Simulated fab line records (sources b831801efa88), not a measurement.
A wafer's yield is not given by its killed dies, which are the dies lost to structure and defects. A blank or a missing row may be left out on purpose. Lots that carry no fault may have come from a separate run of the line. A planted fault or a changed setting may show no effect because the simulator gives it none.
Which of the tools did it? / flow sky130 / 10 lots, 30 wafers sampled, at 5 steps of a route of 708

## WHAT EACH GAUGE READ, for each wafer
SKY_PWDE_OVL_MEAS_07. Usual: PWDE_OVL gives -0.5 nm (standard deviation 1.1).
lot=L221; measured=day 4 02:09; on=overlay-02; PWDE_OVL (nm)=1.3 0.1 1.7; flag=
lot=L222; measured=day 4 06:46; on=overlay-01; PWDE_OVL (nm)=-2.1 -0.3 -0.2; flag=
lot=L225; measured=day 5 02:29; on=overlay-02; PWDE_OVL (nm)=-0.6 -0.2 -0.3; flag=
lot=L227; measured=day 5 10:50; on=overlay-01; PWDE_OVL (nm)=0.5 -1.4 -2.0; flag=
lot=L228; measured=day 5 14:39; on=overlay-02; PWDE_OVL (nm)=-0.4 -0.9 0.3; flag=
lot=L229; measured=day 5 19:20; on=overlay-02; PWDE_OVL (nm)=-0.6 -1.3 -1.5; flag=
lot=L239; measured=day 8 04:17; on=overlay-02; PWDE_OVL (nm)=0.9 0.3 1.1; flag=
lot=L240; measured=day 8 11:32; on=overlay-02; PWDE_OVL (nm)=0.2 -0.5 0.0; flag=

SKY_LI_CONTACT_BOW_MEAS_03. Usual: LI_CONTACT_BOW gives 56 um (standard deviation 6.8).
lot=L221; measured=day 27 23:35; on=film-metro-02; LI_CONTACT_BOW (um)=57 59 57; flag=
lot=L222; measured=day 28 09:49; on=film-metro-04; LI_CONTACT_BOW (um)=51 52 67; flag=
lot=L225; measured=day 29 16:57; on=film-metro-02; LI_CONTACT_BOW (um)=58 60 67; flag=
lot=L227; measured=day 30 03:46; on=film-metro-03; LI_CONTACT_BOW (um)=52 44 50; flag=
lot=L228; measured=day 30 10:32; on=film-metro-03; LI_CONTACT_BOW (um)=41 37 51; flag=
lot=L229; measured=day 31 06:39; on=film-metro-02; LI_CONTACT_BOW (um)=59 69 56; flag=
lot=L239; measured=day 34 08:19; on=film-metro-04; LI_CONTACT_BOW (um)=45 61 55; flag=
lot=L240; measured=day 34 12:55; on=film-metro-02; LI_CONTACT_BOW (um)=63 51 57; flag=

## WHICH TOOL RAN EACH LOT (tool, then ch and the chambers of the sampled wafers, then the start)
lot=L221; SKY_FIELD_ISO_ETCH_14=rie-diel-03 ch 0,1,3, day 2 05:00; SKY_FIELD_ISO_ETCH_15=rie-diel-03 ch 0,1,3, day 2 05:02; SKY_FIELD_ISO_STRIP_16=plasma-asher-01 ch 0,1, day 2 05:08
lot=L222; SKY_FIELD_ISO_ETCH_14=rie-diel-02 ch 1,2, day 2 10:24; SKY_FIELD_ISO_ETCH_15=rie-diel-02 ch 1,2, day 2 10:26; SKY_FIELD_ISO_STRIP_16=plasma-asher-01 ch 0,1, day 2 10:32
lot=L225; SKY_FIELD_ISO_ETCH_14=rie-diel-03 ch 0,2, day 3 07:38; SKY_FIELD_ISO_ETCH_15=rie-diel-03 ch 0,2, day 3 07:40; SKY_FIELD_ISO_STRIP_16=plasma-asher-04 ch 0,1, day 3 07:46
lot=L227; SKY_FIELD_ISO_ETCH_14=rie-diel-02 ch 1,2,3, day 3 16:18; SKY_FIELD_ISO_ETCH_15=rie-diel-02 ch 1,2,3, day 3 16:20; SKY_FIELD_ISO_STRIP_16=plasma-asher-03 ch 1, day 3 16:24
lot=L228; SKY_FIELD_ISO_ETCH_14=rie-diel-02 ch 0,2,3, day 3 20:36; SKY_FIELD_ISO_ETCH_15=rie-diel-02 ch 0,2,3, day 3 20:38; SKY_FIELD_ISO_STRIP_16=plasma-asher-04 ch 0,1, day 3 20:44
lot=L229; SKY_FIELD_ISO_ETCH_14=rie-diel-03 ch 0,1,3, day 3 22:58; SKY_FIELD_ISO_ETCH_15=rie-diel-03 ch 0,1,3, day 3 23:00; SKY_FIELD_ISO_STRIP_16=plasma-asher-04 ch 0,1, day 3 23:05
lot=L235; SKY_FIELD_ISO_ETCH_14=rie-diel-03 ch 0,2,3, day 5 06:05; SKY_FIELD_ISO_ETCH_15=rie-diel-03 ch 0,2,3, day 5 06:07; SKY_FIELD_ISO_STRIP_16=plasma-asher-04 ch 0,1, day 5 06:10
lot=L236; SKY_FIELD_ISO_ETCH_14=rie-diel-03 ch 0,2,3, day 5 11:18; SKY_FIELD_ISO_ETCH_15=rie-diel-03 ch 0,2,3, day 5 11:20; SKY_FIELD_ISO_STRIP_16=plasma-asher-03 ch 0,1, day 5 11:26
lot=L239; SKY_FIELD_ISO_ETCH_14=rie-diel-02 ch 2,3, day 6 02:28; SKY_FIELD_ISO_ETCH_15=rie-diel-02 ch 2,3, day 6 02:30; SKY_FIELD_ISO_STRIP_16=plasma-asher-03 ch 0,1, day 6 02:34
lot=L240; SKY_FIELD_ISO_ETCH_14=rie-diel-01 ch 1,2,3, day 6 09:32; SKY_FIELD_ISO_ETCH_15=rie-diel-01 ch 1,2,3, day 6 09:34; SKY_FIELD_ISO_STRIP_16=plasma-asher-01 ch 0,1, day 6 09:37
- SKY_FIELD_ISO_ETCH_14: etches BARC in N2/H2, stops on SiO2, time 45.9 s, target depth 60 nm.
- SKY_FIELD_ISO_ETCH_15: etches the open film in CHF3/O2, stops on Si, target depth 180 nm, time 72 s.
- SKY_FIELD_ISO_STRIP_16: strips in O2/N2.

## WHAT THE TOOLS THEMSELVES READ (means of the sampled wafers that have a number; where no wafer has one, the mark that the record gives instead)
SKY_FIELD_ISO_ETCH_14. Usual: bias-w 100.00 W, standard deviation 0.28; chamber-pressure-mTorr 30.002 mTorr, standard deviation 0.026; drypump-motor-current-A 5.4 A, standard deviation 0.39; oes-product-au 0.854 a.u., standard deviation 0.0052; throttle-valve-pct 13.225 %, standard deviation 0.0083.
lot=L221; tool=rie-diel-03; bias-w (W)=100.13; chamber-pressure-mTorr (mTorr)=30.019; drypump-motor-current-A (A)=5.4; oes-product-au (a.u.)=0.856; throttle-valve-pct (%)=13.218; flag=
lot=L222; tool=rie-diel-02; bias-w (W)=100.10; chamber-pressure-mTorr (mTorr)=30.012; drypump-motor-current-A (A)=5.5; oes-product-au (a.u.)=0.857; throttle-valve-pct (%)=13.226; flag=
lot=L225; tool=rie-diel-03; bias-w (W)=100.07; chamber-pressure-mTorr (mTorr)=30.010; drypump-motor-current-A (A)=5.0; oes-product-au (a.u.)=0.857; throttle-valve-pct (%)=13.222; flag=
lot=L227; tool=rie-diel-02; bias-w (W)=99.78; chamber-pressure-mTorr (mTorr)=29.963; drypump-motor-current-A (A)=5.6; oes-product-au (a.u.)=0.854; throttle-valve-pct (%)=13.224; flag=
lot=L228; tool=rie-diel-02; bias-w (W)=99.96; chamber-pressure-mTorr (mTorr)=29.971; drypump-motor-current-A (A)=5.3; oes-product-au (a.u.)=0.852; throttle-valve-pct (%)=13.225; flag=
lot=L229; tool=rie-diel-03; bias-w (W)=100.07; chamber-pressure-mTorr (mTorr)=30.006; drypump-motor-current-A (A)=5.4; oes-product-au (a.u.)=0.856; throttle-valve-pct (%)=13.229; flag=
lot=L235; tool=rie-diel-03; bias-w (W)=-; chamber-pressure-mTorr (mTorr)=-; drypump-motor-current-A (A)=-; oes-product-au (a.u.)=-; throttle-valve-pct (%)=-; flag=OFF
lot=L236; tool=rie-diel-03; bias-w (W)=-; chamber-pressure-mTorr (mTorr)=-; drypump-motor-current-A (A)=-; oes-product-au (a.u.)=-; throttle-valve-pct (%)=-; flag=OFF
lot=L239; tool=rie-diel-02; bias-w (W)=99.93; chamber-pressure-mTorr (mTorr)=30.001; drypump-motor-current-A (A)=5.4; oes-product-au (a.u.)=0.854; throttle-valve-pct (%)=13.224; flag=
lot=L240; tool=rie-diel-01; bias-w (W)=99.72; chamber-pressure-mTorr (mTorr)=30.006; drypump-motor-current-A (A)=5.6; oes-product-au (a.u.)=0.854; throttle-valve-pct (%)=13.222; flag=

SKY_FIELD_ISO_ETCH_15. Usual: O2_flow_sccm 5.000 sccm, standard deviation 0.015; bias-w 200.1 W, standard deviation 0.59; chf3-flow-sccm 49.99 sccm, standard deviation 0.16; drypump-motor-current-A 5.4 A, standard deviation 0.39; oes-product-au 0.945 a.u., standard deviation 0.0073; throttle-valve-pct 8.844 %, standard deviation 0.0099.
lot=L221; tool=rie-diel-03; O2_flow_sccm (sccm)=5.005; bias-w (W)=200.7; chf3-flow-sccm (sccm)=50.02; drypump-motor-current-A (A)=5.3; oes-product-au (a.u.)=0.938; throttle-valve-pct (%)=8.844; flag=
lot=L222; tool=rie-diel-02; O2_flow_sccm (sccm)=5.002; bias-w (W)=199.7; chf3-flow-sccm (sccm)=50.00; drypump-motor-current-A (A)=5.5; oes-product-au (a.u.)=0.945; throttle-valve-pct (%)=8.847; flag=
lot=L225; tool=rie-diel-03; O2_flow_sccm (sccm)=4.994; bias-w (W)=200.4; chf3-flow-sccm (sccm)=50.00; drypump-motor-current-A (A)=5.0; oes-product-au (a.u.)=0.940; throttle-valve-pct (%)=8.836; flag=
lot=L227; tool=rie-diel-02; O2_flow_sccm (sccm)=4.983; bias-w (W)=199.7; chf3-flow-sccm (sccm)=50.08; drypump-motor-current-A (A)=5.6; oes-product-au (a.u.)=0.946; throttle-valve-pct (%)=8.834; flag=
lot=L228; tool=rie-diel-02; O2_flow_sccm (sccm)=4.991; bias-w (W)=200.3; chf3-flow-sccm (sccm)=49.96; drypump-motor-current-A (A)=5.3; oes-product-au (a.u.)=0.938; throttle-valve-pct (%)=8.840; flag=
lot=L229; tool=rie-diel-03; O2_flow_sccm (sccm)=5.009; bias-w (W)=200.3; chf3-flow-sccm (sccm)=49.91; drypump-motor-current-A (A)=5.3; oes-product-au (a.u.)=0.951; throttle-valve-pct (%)=8.841; flag=
lot=L235; tool=rie-diel-03; O2_flow_sccm (sccm)=4.981; bias-w (W)=199.6; chf3-flow-sccm (sccm)=49.97; drypump-motor-current-A (A)=5.1; oes-product-au (a.u.)=0.375; throttle-valve-pct (%)=8.669; flag=OFF
lot=L236; tool=rie-diel-03; O2_flow_sccm (sccm)=4.990; bias-w (W)=200.3; chf3-flow-sccm (sccm)=50.04; drypump-motor-current-A (A)=5.1; oes-product-au (a.u.)=0.374; throttle-valve-pct (%)=8.678; flag=OFF
lot=L239; tool=rie-diel-02; O2_flow_sccm (sccm)=4.998; bias-w (W)=200.2; chf3-flow-sccm (sccm)=50.04; drypump-motor-current-A (A)=5.4; oes-product-au (a.u.)=0.947; throttle-valve-pct (%)=8.846; flag=
lot=L240; tool=rie-diel-01; O2_flow_sccm (sccm)=5.009; bias-w (W)=200.2; chf3-flow-sccm (sccm)=49.94; drypump-motor-current-A (A)=5.6; oes-product-au (a.u.)=0.953; throttle-valve-pct (%)=8.852; flag=

SKY_FIELD_ISO_STRIP_16. Usual: drypump-motor-current-A 5.76 A, standard deviation 0.24; oes-product-au 0.378 a.u., standard deviation 0.0046; strip-time-to-endpoint-s 3.546 s, standard deviation 0.028.
lot=L221; tool=plasma-asher-01; drypump-motor-current-A (A)=5.78; oes-product-au (a.u.)=0.378; strip-time-to-endpoint-s (s)=3.565; flag=
lot=L222; tool=plasma-asher-01; drypump-motor-current-A (A)=5.68; oes-product-au (a.u.)=0.376; strip-time-to-endpoint-s (s)=3.575; flag=
lot=L225; tool=plasma-asher-04; drypump-motor-current-A (A)=5.91; oes-product-au (a.u.)=0.379; strip-time-to-endpoint-s (s)=3.537; flag=
lot=L227; tool=plasma-asher-03; drypump-motor-current-A (A)=5.43; oes-product-au (a.u.)=0.373; strip-time-to-endpoint-s (s)=3.516; flag=
lot=L228; tool=plasma-asher-04; drypump-motor-current-A (A)=5.91; oes-product-au (a.u.)=0.376; strip-time-to-endpoint-s (s)=3.554; flag=
lot=L229; tool=plasma-asher-04; drypump-motor-current-A (A)=5.93; oes-product-au (a.u.)=0.378; strip-time-to-endpoint-s (s)=3.526; flag=
lot=L235; tool=plasma-asher-04; drypump-motor-current-A (A)=5.73; oes-product-au (a.u.)=0.397; strip-time-to-endpoint-s (s)=3.979; flag=OFF
lot=L236; tool=plasma-asher-03; drypump-motor-current-A (A)=5.68; oes-product-au (a.u.)=0.401; strip-time-to-endpoint-s (s)=3.956; flag=OFF
lot=L239; tool=plasma-asher-03; drypump-motor-current-A (A)=5.90; oes-product-au (a.u.)=0.383; strip-time-to-endpoint-s (s)=3.563; flag=
lot=L240; tool=plasma-asher-01; drypump-motor-current-A (A)=5.69; oes-product-au (a.u.)=0.380; strip-time-to-endpoint-s (s)=3.555; flag=

## THE ANSWER, worked out from the rows above alone
Rule: a lot is off if the mean of its wafers that have a number lies more than 3 standard deviations from the usual mean. A lot without any number at a reading at which 4 lots or more have one is off too. Any other lot the step has rows for is counted as sound. After the gauges, taken in route order, come the tools' own readings; for these a lot's mean is taken, as printed above. The first step at which some lot is off is used, and at that step the reading that is off furthest; a lot without a number counts as furthest.
Off: L235, L236, at SKY_FIELD_ISO_ETCH_14 (bias-w). Without a number there: L235, L236.
If a tool, at that step or one of the process steps before it, ran each lot that is off and ran no sound lot following the first of them, it fits. One fits: SKY_FIELD_ISO_ETCH_14 on rie-diel-03. A fault onset in the window from L229 (day 3 22:58, its last sound lot) to L235 (day 5 06:05, its first lot off) fits.
Blank at SKY_FIELD_ISO_ETCH_14 on the lots that are off, where sound lots have numbers: bias-w, chamber-pressure-mTorr, drypump-motor-current-A, oes-product-au, throttle-valve-pct.

## WHAT HAD BEEN PUT IN BY THE SIMULATOR
Entire step skipped (rie-diel-03, SKY_FIELD_ISO_ETCH_14), from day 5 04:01 onward. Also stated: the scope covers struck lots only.
Struck lots among those shown: L235, L236. The same result came from the rule above.
